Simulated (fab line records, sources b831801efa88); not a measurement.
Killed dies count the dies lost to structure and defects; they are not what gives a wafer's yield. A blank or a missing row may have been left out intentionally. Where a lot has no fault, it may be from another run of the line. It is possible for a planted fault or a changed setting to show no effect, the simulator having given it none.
fab line records	flow sky130
record lots=6	wafers=18	lastDay=48
route steps=708 shown LDD_HVN@274 LDD_HVP@278 LDD_LDN@289 SPACER@304 POLY_CUT@307 PAD_OPEN@708
lots that met no fault: from a run of the same line without faults
startH: start of the lot's first displayed wafer, in hours after the record's first day	waitH: time in hours since the lot's previous step	" repeats the value in the row above	L1.1+2: a row that stands for several wafers	- either no value or no given start	* or withheld: withheld	< > ~ a bound
route shown NAME@n: a module of which the file shows steps, and the number in the route of the first	usual: mean and standard deviation over wafers with no fault	same: alike in all rows	chamber/n: place in a boat	sites: readings site by site	_std_site: standard deviation across them	_edge_site: inner sites' mean taken away from outer sites' mean	radiusMm: how far each site lies from the wafer's centre	mask NAME#n: copy n	behind: tool/chamber where the wafer was last shaped	hold: cause of the lot's hold/its duration in hours/its outcome	device: transistor that didn't switch, given as n, p or np	end of line: the route-end tests of the same wafers	a step given without rows: its recipe and nothing more	killed: not the wafer's yield, but the dies lost to structure and defects at the first sort	map: per-die view of a wafer (x killed, . not killed, _ where there is no die)
set.NAME: the setting the step ran with; set.NAME@STEP: the setting that earlier step ran with	model.NAME: the simulator's own value behind a step, which no gauge read
a table for each step, a row for each wafer; lots at some steps of the route
services: a tool's chamber out of use, with start hour (startH, from the record's first day; less than 0 if before it), hours out, and reason
## steps
# step SKY_LDD_HVN_OVL_MEAS_07
# usual LDD_HVN_OVL=1.0/1.3
lot.wafer	tool	chamber	startH	waitH	LDD_HVN_OVL[nm]
L215.3	overlay-01	-	486.66	0.1	1.9
L215.4	"	-	"	"	1.6
L215.6	"	-	"	"	1.8
L216.1	overlay-01	-	500.75	0.1	2.2
L216.2	"	-	"	"	1.4
L216.4	"	-	"	"	2.1
L219.1	overlay-02	-	532.20	0.1	-0.3
L219.3	"	-	"	"	-0.2
L219.6	"	-	"	"	1.3
L220.3	overlay-02	-	536.51	0.1	-1.4
L220.5	"	-	"	"	0.7
L220.6	"	-	"	"	0.3
L225.3	overlay-02	-	589.36	0.1	-0.7
L225.5	"	-	"	"	0.0
L225.6	"	-	"	"	0.4
L226.1	overlay-01	-	590.00	0.1	2.0
L226.4	"	-	"	"	3.5
L226.6	"	-	"	"	2.8
# step SKY_LDD_HVN_IMPLANT_08
# recipe species=P	energyKev=60	doseCm2=3e+13	tiltDeg=40
# step SKY_LDD_HVN_STRIP_09
# recipe chemistry=O2/N2	powerW=1400	pressureMtorr=1500	platenTempC=withheld	o2FlowSccm=3000	n2FlowSccm=300	overashFraction=0.5
# usual drypumpMotorCurrentA=6.2/0.34	oesProductAu=0.408/0.0044	stripTimeToEndpointS=4.138/0.013
lot.wafer	tool	chamber	startH	waitH	drypumpMotorCurrentA	oesProductAu	rfHoursCounterH	stripTimeToEndpointS
L215.3	plasmaAsher-03	1	486.87	0.1	6.0	0.415	-	4.106
L215.4	"	0	"	"	6.1	0.406	-	4.131
L215.6	"	1	"	"	6.0	0.407	-	4.111
L216.1	plasmaAsher-03	1	500.94	0.1	6.0	0.404	82	4.131
L216.2	"	0	"	"	6.1	0.405	82	4.100
L216.4	"	1	"	"	6.0	0.413	-	4.129
L219.1	plasmaAsher-04	0	532.39	0.1	6.8	0.405	10	4.130
L219.3	"	1	"	"	5.8	0.418	-	4.152
L219.6	"	1	"	"	5.8	0.413	-	4.159
L220.3	plasmaAsher-02	1	536.72	0.1	6.0	0.409	-	4.150
L220.5	"	1	"	"	6.1	0.413	-	4.147
L220.6	"	0	"	"	6.4	0.403	-	4.149
L225.3	plasmaAsher-03	0	589.57	0.1	6.1	0.405	-	4.145
L225.5	"	0	"	"	6.1	0.400	-	4.138
L225.6	"	1	"	"	6.0	0.401	-	4.161
L226.1	plasmaAsher-04	1	590.19	0.1	5.9	0.408	16	4.137
L226.4	"	0	"	"	6.8	0.400	-	4.128
L226.6	"	1	"	"	5.8	0.402	-	4.113
# step SKY_LDD_HVN_TW_MEAS_10
# usual LDD_HVN_TW=1440/7.8
lot.wafer	tool	chamber	startH	waitH	LDD_HVN_TW
L215.3	filmMetro-04	-	486.96	0.1	1438
L215.4	"	-	"	"	1440
L215.6	"	-	"	"	1447
L216.1	filmMetro-04	-	501.04	0.1	1442
L216.2	"	-	"	"	1451
L216.4	"	-	"	"	1443
L219.1	filmMetro-01	-	532.49	0.1	1452
L219.3	"	-	"	"	1444
L219.6	"	-	"	"	1441
L220.3	filmMetro-03	-	536.81	0.1	1446
L220.5	"	-	"	"	1442
L220.6	"	-	"	"	1436
L225.3	filmMetro-04	-	589.66	0.1	1436
L225.5	"	-	"	"	1440
L225.6	"	-	"	"	1437
L226.1	filmMetro-01	-	590.29	0.1	1433
L226.4	"	-	"	"	1433
L226.6	"	-	"	"	1443
# step SKY_LDD_HVP_DEHYDRATE_00
# recipe tempC=200	timeS=60
# step SKY_LDD_HVP_HMDS_01
# recipe primeTimeS=60	primeTempC=120
# step SKY_LDD_HVP_COAT_02
# recipe resist=NOVOLAK	spinRpm=3000	resistThkNm=300
# step SKY_LDD_HVP_SOFTBAKE_03
# recipe tempC=90	timeS=60	resist=NOVOLAK
# step SKY_LDD_HVP_EXPOSE_04
# recipe maskId=HVPTM	na=0.6	sourceShape=conventional	sigmaOuter=0.6	polarization=unpolarized	targetCdNm=700	doseMj=86
# step SKY_LDD_HVP_PEB_05
# recipe tempC=withheld	timeS=*	resist=NOVOLAK
# step SKY_LDD_HVP_DEVELOP_06
# recipe resist=NOVOLAK	developer=TMAH	developTimeS=60	devTempC=23
# step SKY_LDD_HVP_OVL_MEAS_07
# usual LDD_HVP_OVL=1.0/1.4
lot.wafer	tool	chamber	startH	waitH	LDD_HVP_OVL[nm]
L215.3	overlay-02	-	517.32	0.1	1.9
L215.4	"	-	"	"	1.0
L215.6	"	-	"	"	3.9
L216.1	overlay-02	-	531.26	0.1	1.9
L216.2	"	-	"	"	1.1
L216.4	"	-	"	"	1.5
L219.1	overlay-01	-	561.96	0.1	-0.9
L219.3	"	-	"	"	0.2
L219.6	"	-	"	"	-0.8
L220.3	overlay-01	-	566.86	0.1	-1.4
L220.5	"	-	"	"	-1.3
L220.6	"	-	"	"	-1.4
L225.3	overlay-01	-	618.66	0.1	-0.9
L225.5	"	-	"	"	1.0
L225.6	"	-	"	"	1.2
L226.1	overlay-02	-	618.75	0.1	0.3
L226.4	"	-	"	"	0.0
L226.6	"	-	"	"	1.2
# step SKY_LDD_HVP_IMPLANT_08
# recipe species=B	energyKev=20	doseCm2=1.7e+13	tiltDeg=17.9
lot.wafer	tool	chamber	startH	waitH
L215.3+4+6	implanter-02	0	517.39	0.1
L216.1+2+4	implanter-02	0	531.29	0.0
L219.1+3+6	implanter-04	0	561.99	0.0
L220.3+5+6	implanter-04	0	566.94	0.1
L225.3+5+6	implanter-04	0	618.85	0.2
L226.1+4+6	implanter-04	0	618.95	0.2
# step SKY_LDD_HVP_STRIP_09
# recipe chemistry=O2/N2	powerW=1400	pressureMtorr=1500	platenTempC=withheld	o2FlowSccm=3000	n2FlowSccm=300	overashFraction=0.5
# usual drypumpMotorCurrentA=6.0/0.61	oesProductAu=0.408/0.0045	stripTimeToEndpointS=4.134/0.013
lot.wafer	tool	chamber	startH	waitH	drypumpMotorCurrentA	oesProductAu	rfHoursCounterH	stripTimeToEndpointS
L215.3	plasmaAsher-02	0	517.53	0.1	6.4	0.404	-	4.126
L215.4	"	1	"	"	6.0	0.402	-	4.152
L215.6	"	0	"	"	6.4	0.407	-	4.146
L216.1	plasmaAsher-04	1	531.44	0.1	5.8	0.412	10	4.131
L216.2	"	0	"	"	6.8	0.407	10	4.135
L216.4	"	1	"	"	5.8	0.408	-	4.157
L219.1	plasmaAsher-02	1	562.14	0.1	6.0	0.421	71	4.136
L219.3	"	0	"	"	6.3	0.409	-	4.143
L219.6	"	0	"	"	6.3	0.413	-	4.130
L220.3	plasmaAsher-02	0	567.07	0.1	6.4	0.410	-	4.123
L220.5	"	1	"	"	6.0	0.417	-	4.123
L220.6	"	0	"	"	6.4	0.411	-	4.157
L225.3	plasmaAsher-01	1	618.99	0.1	4.8	0.411	-	4.104
L225.5	"	1	"	"	4.8	0.401	-	4.123
L225.6	"	0	"	"	5.7	0.402	-	4.134
L226.1	plasmaAsher-04	1	619.10	0.1	5.8	0.404	19	4.144
L226.4	"	1	"	"	5.8	0.406	-	4.115
L226.6	"	1	"	"	5.8	0.412	-	4.147
# step SKY_LDD_HVP_TW_MEAS_10
# usual LDD_HVP_TW=457.1/2.3
lot.wafer	tool	chamber	startH	waitH	LDD_HVP_TW
L215.3	filmMetro-02	-	517.61	0.1	460.5
L215.4	"	-	"	"	460.0
L215.6	"	-	"	"	458.3
L216.1	filmMetro-02	-	531.54	0.1	460.5
L216.2	"	-	"	"	458.5
L216.4	"	-	"	"	461.5
L219.1	filmMetro-01	-	562.24	0.1	456.1
L219.3	"	-	"	"	457.5
L219.6	"	-	"	"	459.5
L220.3	filmMetro-02	-	567.16	0.1	454.6
L220.5	"	-	"	"	454.8
L220.6	"	-	"	"	457.7
L225.3	filmMetro-03	-	619.07	0.1	450.1
L225.5	"	-	"	"	447.9
L225.6	"	-	"	"	450.6
L226.1	filmMetro-01	-	619.20	0.1	455.0
L226.4	"	-	"	"	455.5
L226.6	"	-	"	"	455.5
# step SKY_LDD_LDN_DEHYDRATE_00
# recipe tempC=200	timeS=60
# step SKY_LDD_LDN_HMDS_01
# recipe primeTimeS=60	primeTempC=120
# step SKY_LDD_LDN_COAT_02
# recipe resist=NOVOLAK	spinRpm=3000	resistThkNm=1140
# step SKY_LDD_LDN_SOFTBAKE_03
# recipe tempC=90	timeS=60	resist=NOVOLAK
# step SKY_LDD_LDN_EXPOSE_04
# recipe maskId=LDNTM	na=0.6	sourceShape=conventional	sigmaOuter=0.6	polarization=unpolarized	targetCdNm=700	doseMj=140
# step SKY_LDD_LDN_PEB_05
# recipe tempC=withheld	timeS=*	resist=NOVOLAK
# step SKY_LDD_LDN_DEVELOP_06
# recipe resist=NOVOLAK	developer=TMAH	developTimeS=60	devTempC=23
# step SKY_LDD_LDN_OVL_MEAS_07
# usual LDD_LDN_OVL=0.7/1.3
lot.wafer	tool	chamber	startH	waitH	LDD_LDN_OVL[nm]
L215.3	overlay-02	-	547.02	0.1	0.3
L215.4	"	-	"	"	1.7
L215.6	"	-	"	"	-0.3
L216.1	overlay-01	-	561.31	0.1	0.2
L216.2	"	-	"	"	0.4
L216.4	"	-	"	"	1.7
L219.1	overlay-02	-	591.45	0.1	3.4
L219.3	"	-	"	"	3.4
L219.6	"	-	"	"	2.5
L220.3	overlay-01	-	596.47	0.1	1.3
L220.5	"	-	"	"	4.3
L220.6	"	-	"	"	2.3
L225.3	overlay-02	-	647.62	0.1	0.1
L225.5	"	-	"	"	-0.3
L225.6	"	-	"	"	-0.5
L226.1	overlay-02	-	647.91	0.1	-0.2
L226.4	"	-	"	"	-1.8
L226.6	"	-	"	"	-0.2
# step SKY_LDD_LDN_IMPLANT_08
# recipe species=As	energyKev=15	doseCm2=1.25e+13	tiltDeg=withheld	rotationDeg=23
# step SKY_LDD_LDN_IMPLANT_09
# recipe species=As	energyKev=15	doseCm2=1.25e+13	tiltDeg=withheld	rotationDeg=113
# step SKY_LDD_LDN_IMPLANT_10
# recipe species=As	energyKev=15	doseCm2=1.25e+13	tiltDeg=withheld	rotationDeg=203
# step SKY_LDD_LDN_IMPLANT_11
# recipe species=As	energyKev=15	doseCm2=1.25e+13	tiltDeg=withheld	rotationDeg=293
# step SKY_LDD_LDN_STRIP_12
# recipe chemistry=O2/N2	powerW=1400	pressureMtorr=1500	platenTempC=withheld	o2FlowSccm=3000	n2FlowSccm=300	overashFraction=0.5
# usual drypumpMotorCurrentA=5.8/0.61	oesProductAu=0.716/0.0043	stripTimeToEndpointS=14.17/0.035
lot.wafer	tool	chamber	startH	waitH	drypumpMotorCurrentA	oesProductAu	rfHoursCounterH	stripTimeToEndpointS
L215.3	plasmaAsher-01	0	547.68	0.1	5.7	0.713	-	14.16
L215.4	"	1	"	"	4.8	0.716	-	14.16
L215.6	"	1	"	"	4.8	0.723	-	14.17
L216.1	plasmaAsher-01	0	561.94	0.1	5.7	0.721	44	14.21
L216.2	"	1	"	"	4.8	0.715	44	14.17
L216.4	"	0	"	"	5.7	0.717	-	14.15
L219.1	plasmaAsher-03	0	592.09	0.1	6.1	0.722	92	14.17
L219.3	"	1	"	"	6.0	0.717	-	14.20
L219.6	"	1	"	"	6.0	0.717	-	14.23
L220.3	plasmaAsher-04	0	597.13	0.1	6.8	0.717	-	14.19
L220.5	"	0	"	"	6.8	0.715	-	14.12
L220.6	"	1	"	"	5.8	0.712	-	14.15
L225.3	plasmaAsher-01	0	648.28	0.1	5.7	0.716	-	14.14
L225.5	"	0	"	"	5.8	0.715	-	14.11
L225.6	"	1	"	"	4.8	0.714	-	14.09
L226.1	plasmaAsher-01	0	648.54	0.1	5.8	0.719	52	14.18
L226.4	"	1	"	"	4.8	0.711	-	14.12
L226.6	"	0	"	"	5.7	0.711	-	14.20
# step SKY_LDD_LDN_TW_MEAS_13
# usual LDD_LDN_TW=1483/7.5
lot.wafer	tool	chamber	startH	waitH	LDD_LDN_TW
L215.3	filmMetro-03	-	547.76	0.1	1490
L215.4	"	-	"	"	1484
L215.6	"	-	"	"	1489
L216.1	filmMetro-04	-	562.04	0.1	1481
L216.2	"	-	"	"	1473
L216.4	"	-	"	"	1473
L219.1	filmMetro-04	-	592.19	0.1	1487
L219.3	"	-	"	"	1478
L219.6	"	-	"	"	1479
L220.3	filmMetro-03	-	597.21	0.1	1467
L220.5	"	-	"	"	1462
L220.6	"	-	"	"	1458
L225.3	filmMetro-02	-	648.36	0.1	1478
L225.5	"	-	"	"	1484
L225.6	"	-	"	"	1479
L226.1	filmMetro-04	-	648.64	0.1	1484
L226.4	"	-	"	"	1484
L226.6	"	-	"	"	1491
# step SKY_LDD_LDN_CLEAN_14
# recipe chemistry=SC1/SC2	mix=1:4:20	tempC=70	timeS=150	dry=n2Spin
# step SKY_SPACER_CVD_00
# recipe material=Si3N4	precursor=DCS/NH3	targetThkNm=43.1	tempC=770	timeS=740	pressureMtorr=250
# step SKY_SPACER_THK_MEAS_01
# recipe reads=Si3N4_of_SPACER_CVD_00
# usual SPACER_CVD_00_THK=43.1/0.42
lot.wafer	tool	chamber	startH	waitH	SPACER_CVD_00_THK[nm]
L215.3	filmMetro-02	-	549.73	0.0	42.7
L215.4	"	-	"	"	42.2
L215.6	"	-	"	"	42.7
L216.1	filmMetro-04	-	565.04	0.0	43.9
L216.2	"	-	"	"	43.3
L216.4	"	-	"	"	43.7
L219.1	filmMetro-04	-	594.35	0.0	42.8
L219.3	"	-	"	"	43.0
L219.6	"	-	"	"	43.0
L220.3	filmMetro-02	-	598.53	0.0	43.2
L220.5	"	-	"	"	43.2
L220.6	"	-	"	"	43.2
L225.3	filmMetro-01	-	649.75	0.0	43.2
L225.5	"	-	"	"	43.1
L225.6	"	-	"	"	43.3
L226.1	filmMetro-04	-	650.93	0.0	43.3
L226.4	"	-	"	"	43.1
L226.6	"	-	"	"	43.4
# step SKY_SPACER_ETCHBACK_02
# recipe chemistry=CH3F/O2	target=Si3N4	stopOn=SiO2	sourceW=400	biasW=80	pressureMtorr=25	ch3fFlowSccm=40	O2_flow_sccm=30	timeS=46.7	targetDepthA=450
# usual drypumpMotorCurrentA=5.7/0.44	oesProductAu=0.855/0.0065	throttleValvePct=10.562/0.0092
lot.wafer	tool	chamber	startH	waitH	drypumpMotorCurrentA	oesProductAu	rfHoursCounterH	throttleValvePct
L215.3	rieDiel-02	2	549.77	0.0	5.5	0.849	14	10.564
L215.4	"	1	"	"	5.7	0.846	8	10.568
L215.6	"	2	"	"	5.5	0.850	-	10.578
L216.1	rieDiel-04	1	565.10	0.1	5.2	0.856	69	10.558
L216.2	"	2	"	"	5.7	0.854	1	10.567
L216.4	"	3	"	"	5.6	0.866	6	10.559
L219.1	rieDiel-01	3	594.41	0.1	5.3	0.852	1	10.545
L219.3	"	0	"	"	5.9	0.854	16	10.555
L219.6	"	0	"	"	5.9	0.860	-	10.567
L220.3	rieDiel-04	1	598.57	0.0	5.2	0.863	69	10.542
L220.5	"	0	"	"	6.2	0.860	-	10.549
L220.6	"	3	"	"	5.6	0.849	-	10.563
L225.3	rieDiel-04	0	649.79	0.0	6.2	0.857	9	10.550
L225.5	"	3	"	"	5.6	0.861	-	10.577
L225.6	"	0	"	"	6.2	0.856	-	10.568
L226.1	rieDiel-02	0	650.99	0.1	5.2	0.856	13	10.564
L226.4	"	1	"	"	5.7	0.854	10	10.574
L226.6	"	3	"	"	6.2	0.858	-	10.567
# step SKY_POLY_CUT_DEHYDRATE_00
# recipe tempC=200	timeS=60
# step SKY_POLY_CUT_HMDS_01
# recipe primeTimeS=60	primeTempC=120
# step SKY_POLY_CUT_COAT_02
# recipe resist=BARC	tempC=withheld	timeS=withheld	spinRpm=3000	resistThkNm=60
# step SKY_POLY_CUT_COAT_03
# recipe resist=KrF-thick	spinRpm=3000	resistThkNm=450
# step SKY_POLY_CUT_SOFTBAKE_04
# recipe tempC=100	timeS=90	resist=KrF-thick
# step SKY_POLY_CUT_EXPOSE_05
# recipe maskId=NPCM	na=0.8	sourceShape=annular	sigmaInner=0.55	sigmaOuter=0.85	targetCdNm=270	doseMj=32
# step SKY_POLY_CUT_PEB_06
# recipe pebTempC=withheld	pebTimeS=withheld	resist=KrF-thick
# step SKY_POLY_CUT_DEVELOP_07
# recipe developTimeS=60	resist=KrF-thick	devTempC=21
# step SKY_POLY_CUT_CD_MEAS_08
# recipe targetCdNm=270
# usual cdNm=270.2/1.5
lot.wafer	tool	chamber	startH	waitH	cdNm
L215.3	cdSem-02	-	578.79	-	269.1
L215.4	"	-	"	"	268.7
L215.6	"	-	"	"	268.3
L216.1	cdSem-01	-	594.90	-	270.7
L216.2	"	-	"	"	271.8
L216.4	"	-	"	"	271.8
L219.1	cdSem-02	-	623.15	-	272.7
L219.3	"	-	"	"	272.8
L219.6	"	-	"	"	270.1
L220.3	cdSem-01	-	627.61	-	269.6
L220.5	"	-	"	"	270.7
L220.6	"	-	"	"	269.0
L225.3	cdSem-01	-	678.15	-	270.8
L225.5	"	-	"	"	271.4
L225.6	"	-	"	"	270.5
L226.1	cdSem-01	-	679.42	-	271.6
L226.4	"	-	"	"	272.5
L226.6	"	-	"	"	270.7
# step SKY_PAD_OPEN_PROBE_99
# usual killed_at_M0_to_M3=43/6.7	killed_at_M4_up=3.2/1.8	killedAtContacts=25/5.2	killedAtFrontEnd=15/4.4	killedAtOther=0.2/0.4	killedDies=87/9.3	killedOpen=48/7.1	killedShort=39/6
# same grossDies=492	killedAtBackSide=0
lot.wafer	tool	chamber	startH	waitH	killed_at_M0_to_M3	killed_at_M4_up	killedAtContacts	killedAtFrontEnd	killedAtOther	killedDies	killedOpen	killedShort	model.etest.tip_p_5v.rsOhmSqRange
L215.3	prober-02	-	1086.92	0.2	53	4	28	16	0	101	56	45	135.7
L215.4	prober-02	-	1086.97	0.2	33	4	27	10	0	74	36	38	105.3
L215.6	prober-02	-	1087.07	0.2	34	4	21	23	0	82	38	44	39.51
L216.1	prober-01	-	1101.16	0.1	49	2	35	17	0	103	57	46	43.85
L216.2	prober-01	-	1101.21	0.1	42	10	20	15	1	88	50	38	93.96
L216.4	prober-01	-	1101.31	0.2	46	2	32	20	0	100	58	42	63.6
L219.1	prober-01	-	1120.18	0.1	43	4	20	12	0	79	52	27	39.4
L219.3	prober-01	-	1120.28	0.2	44	0	28	14	0	86	44	42	77.63
L219.6	prober-01	-	1120.43	0.2	42	2	21	23	0	88	43	45	82.28
L220.3	prober-01	-	1122.87	0.2	27	4	32	17	0	80	46	34	90.01
L220.5	prober-01	-	1122.97	0.2	46	5	28	9	0	88	46	42	100.4
L220.6	prober-01	-	1123.02	0.2	41	1	27	14	0	83	47	36	77.69
L225.3	prober-01	-	1158.55	0.2	48	1	22	16	0	87	45	42	282.4
L225.5	prober-01	-	1158.65	0.2	41	4	31	16	0	92	51	41	298.3
L225.6	prober-01	-	1158.70	0.2	43	0	30	22	0	95	52	43	288.7
L226.1	prober-01	-	1159.93	0.1	45	4	18	10	0	77	45	32	302.1
L226.4	prober-01	-	1160.08	0.2	33	2	25	15	1	76	38	38	289.4
L226.6	prober-01	-	1160.18	0.2	54	2	24	24	1	105	55	50	312.7
# killed by level:class
L215.3 VIA2:geometricParticle:open=12 VIA1:geometricParticle:open=9 LI_CONTACT:geometricParticle:open=8 CONTACT:geometricParticle:open=8 VIA1:geometricParticle:short=8 METAL3:geometricParticle:short=7 POLY_GATE:geometricParticle:open=6 CONTACT:geometricParticle:short=6
L215.4 CONTACT:geometricParticle:open=15 METAL1:geometricParticle:short=9 METAL2:geometricParticle:short=6 VIA3:geometricParticle:open=5 CONTACT:geometricParticle:short=4 LI_CONTACT:geometricParticle:open=4 METAL4:geometricParticle:short=4 POLY_GATE:geometricParticle:open=3
L215.6 VIA1:geometricParticle:open=11 POLY_GATE:geometricParticle:short=8 POLY_GATE:geometricParticle:open=7 CONTACT:geometricParticle:short=5 CONTACT:geometricParticle:open=5 METAL1:geometricParticle:short=5 LOCAL_INTERCONNECT:geometricParticle:short=4 METAL4:geometricParticle:short=4
L216.1 CONTACT:geometricParticle:open=15 VIA1:geometricParticle:open=10 VIA2:geometricParticle:open=8 VIA3:geometricParticle:open=8 CONTACT:geometricParticle:short=6 METAL2:geometricParticle:short=6 FIELD_ISO:geometricParticle:short=5 LI_CONTACT:geometricParticle:open=5
L216.2 CONTACT:geometricParticle:open=11 VIA1:geometricParticle:open=8 METAL4:geometricParticle:short=8 VIA1:geometricParticle:short=6 VIA3:geometricParticle:open=6 METAL1:geometricParticle:short=6 METAL2:geometricParticle:short=5 FIELD_ISO:geometricParticle:open=4
L216.4 CONTACT:geometricParticle:open=13 LI_CONTACT:geometricParticle:open=10 FIELD_ISO:geometricParticle:short=9 VIA1:geometricParticle:open=9 VIA3:geometricParticle:open=7 VIA2:geometricParticle:open=7 FIELD_ISO:geometricParticle:open=6 METAL3:geometricParticle:short=5
L219.1 VIA1:geometricParticle:open=12 VIA3:geometricParticle:open=7 CONTACT:geometricParticle:open=7 LI_CONTACT:geometricParticle:open=5 VIA2:geometricParticle:open=5 FIELD_ISO:geometricParticle:open=4 CONTACT:geometricParticle:short=4 VIA1:geometricParticle:short=4
L219.3 LI_CONTACT:geometricParticle:open=9 METAL1:geometricParticle:short=8 METAL2:geometricParticle:short=7 CONTACT:geometricParticle:short=7 CONTACT:geometricParticle:open=7 VIA3:geometricParticle:open=7 VIA2:geometricParticle:open=6 FIELD_ISO:geometricParticle:short=5
L219.6 FIELD_ISO:geometricParticle:open=10 VIA3:geometricParticle:short=10 VIA2:geometricParticle:open=7 CONTACT:geometricParticle:open=7 LI_CONTACT:geometricParticle:open=6 VIA2:geometricParticle:short=6 FIELD_ISO:geometricParticle:short=5 LOCAL_INTERCONNECT:geometricParticle:short=5
L220.3 CONTACT:geometricParticle:open=16 LI_CONTACT:geometricParticle:open=8 POLY_GATE:geometricParticle:short=6 VIA1:geometricParticle:open=6 FIELD_ISO:geometricParticle:short=5 VIA2:geometricParticle:open=5 LI_CONTACT:geometricParticle:short=4 METAL1:geometricParticle:short=4
L220.5 CONTACT:geometricParticle:open=13 VIA1:geometricParticle:open=10 METAL1:geometricParticle:short=7 VIA2:geometricParticle:open=6 CONTACT:geometricParticle:short=6 VIA1:geometricParticle:short=5 METAL4:geometricParticle:short=5 METAL2:geometricParticle:short=5
L220.6 CONTACT:geometricParticle:open=11 VIA1:geometricParticle:open=9 VIA3:geometricParticle:open=7 LI_CONTACT:geometricParticle:open=6 VIA1:geometricParticle:short=6 METAL2:geometricParticle:short=6 FIELD_ISO:geometricParticle:open=4 VIA3:geometricParticle:short=4
L225.3 VIA1:geometricParticle:open=12 FIELD_ISO:geometricParticle:short=8 LI_CONTACT:geometricParticle:open=8 VIA3:geometricParticle:open=6 VIA2:geometricParticle:open=6 METAL1:geometricParticle:short=6 VIA1:geometricParticle:short=6 LI_CONTACT:geometricParticle:short=4
L225.5 CONTACT:geometricParticle:open=14 VIA1:geometricParticle:open=9 CONTACT:geometricParticle:short=6 VIA3:geometricParticle:open=6 LI_CONTACT:geometricParticle:open=5 VIA1:geometricParticle:short=5 METAL2:geometricParticle:short=5 FIELD_ISO:geometricParticle:open=4
L225.6 VIA1:geometricParticle:open=13 LI_CONTACT:geometricParticle:open=8 FIELD_ISO:geometricParticle:short=7 FIELD_ISO:geometricParticle:open=6 LOCAL_INTERCONNECT:geometricParticle:short=6 CONTACT:geometricParticle:open=6 METAL2:geometricParticle:short=6 LI_CONTACT:geometricParticle:short=5
L226.1 VIA1:geometricParticle:open=8 METAL2:geometricParticle:short=8 VIA2:geometricParticle:open=7 CONTACT:geometricParticle:open=7 VIA3:geometricParticle:open=7 LI_CONTACT:geometricParticle:open=5 FIELD_ISO:geometricParticle:open=4 VIA1:geometricParticle:short=4
L226.4 CONTACT:geometricParticle:open=9 FIELD_ISO:geometricParticle:short=7 VIA2:geometricParticle:open=6 LI_CONTACT:geometricParticle:open=5 VIA1:geometricParticle:open=5 METAL2:geometricParticle:short=5 METAL1:geometricParticle:short=4 LI_CONTACT:geometricParticle:short=4
L226.6 FIELD_ISO:geometricParticle:open=10 METAL2:geometricParticle:short=10 VIA1:geometricParticle:open=10 CONTACT:geometricParticle:open=9 METAL1:geometricParticle:short=6 LI_CONTACT:geometricParticle:short=5 VIA2:geometricParticle:open=5 VIA3:geometricParticle:open=5
## services
tool	chamber	startH	hours	kind
rieDiel-01	0	470.10	3.6	repair
rieDiel-04	-	478.06	0.2	repair
rieDiel-01	3	483.72	5.9	repair
rieDiel-02	3	491.35	33.4	repair
rieDiel-04	-	494.12	0.5	repair
plasmaAsher-02	-	503.19	5.4	repair
rieDiel-01	-	512.20	15.6	pm
rieDiel-02	0	539.46	1.8	repair
implanter-04	-	552.04	3.9	repair
rieDiel-02	1	578.20	10.3	repair
rieDiel-01	0	580.36	5.3	repair
plasmaAsher-01	-	596.70	0.6	repair
plasmaAsher-03	-	600.70	3.1	repair
implanter-04	-	603.66	3.4	pm
rieDiel-04	-	607.64	2.8	pm
implanter-02	-	616.72	3.9	pm
plasmaAsher-01	-	623.35	2.8	pm
plasmaAsher-01	-	626.14	0.9	repair
rieDiel-04	0	628.92	2.9	repair
implanter-02	-	631.39	1.4	repair
rieDiel-02	0	642.07	5.4	repair
plasmaAsher-01	-	642.90	2.5	repair
plasmaAsher-03	-	645.60	4.1	pm
plasmaAsher-02	-	648.25	0.5	repair
## key
firstSign step=SKY_LDD_HVP_TW_MEAS_10	reading=LDD_HVP_TW	direction=down	sigmas=2	usual=457.1	struck=452.5
effect none on later readings
modelEffect step=SKY_PAD_OPEN_PROBE_99	value=etest.tip_p_5v.rsOhmSqRange	without=59.57	struck=295.6
metAt SKY_LDD_HVP_IMPLANT_08
struckWafers L225.3,L225.5,L225.6,L226.1,L226.4,L226.6
testerLeftOut L225,L226
alsoFits time
fault kind=processParameterDrift	tool=implanter-04	chamber=-	onsetH=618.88	steps=SKY_LDD_HVP_IMPLANT_08	channel=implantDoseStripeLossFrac	offset=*	shape=step	endH=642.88
# testerLeftOut: of these lots the tester's yield and bins aren't shown, on N5 and GAA mostly nor the transistor test; their killed dies are dies lost to structure and defects alone, not to doping, threshold or leakage, so they don't give the yield
